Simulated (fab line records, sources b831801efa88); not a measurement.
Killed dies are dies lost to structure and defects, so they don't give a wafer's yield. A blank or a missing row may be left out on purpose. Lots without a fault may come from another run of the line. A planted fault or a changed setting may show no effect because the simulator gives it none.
Chamber matching | flow gf180mcu | GF_PASSIVATION_CVD_00 on pecvd-03: 3 sister chambers
The step deposits SiO2 from TEOS, target thk 1000 nm, time 111.95 s. 6 wafers are shown with their chamber, then 8 later ones without.

WAFERS WITH THEIR CHAMBER
wafer  | chamber | heater_power_w (W) | heater_power_outer_w (W)
L934.3 | 0       | 591                | 336
L936.3 | 2       | 763                | 425
L945.1 | 0       | 632                | 358
L945.2 | 1       | 626                | 361
L945.3 | 2       | 689                | 392
L946.1 | 1       | 647                | 376

WAFERS WITHOUT THEIR CHAMBER
wafer  | heater_power_w (W) | heater_power_outer_w (W)
L946.2 | 684                | 381
L946.5 | 638                | 383
L951.2 | 543                | 305
L951.4 | 673                | 411
L951.6 | 780                | 465
L950.2 | 761                | 430
L950.4 | 637                | 387
L950.5 | 645                | 386

WHICH CHAMBER EACH WENT THROUGH
wafer  | from the rows above          | in truth
L946.2 | can't be placed: 1 or 2 or 0 | 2
L946.5 | can't be placed: 1 or 0      | 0
L951.2 | can't be placed: 0 or 1      | 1
L951.4 | can't be placed: 2 or 1      | 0
L951.6 | 2                            | 2
L950.2 | 2                            | 2
L950.4 | can't be placed: 1 or 0 or 2 | 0
L950.5 | can't be placed: 1 or 0 or 2 | 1
Placed correctly: 2 of 8. Can't be placed from these rows: 6 (the true chamber is among the candidates in 5). Placed wrongly: 0.
How it was worked out, from the rows above alone: a wafer's distance from a chamber is the root of the sum, over the readings, of the square of ((its reading less the chamber's mean) divided by the reading's scatter). The wafer belongs to the nearest chamber; if the next one is less than 2 further off, it can't be placed. A chamber's mean is the mean of its shown wafers. The scatter: the root of (the sum of the squares of (reading less its chamber's mean) over the shown wafers, divided by (wafers less chambers)).
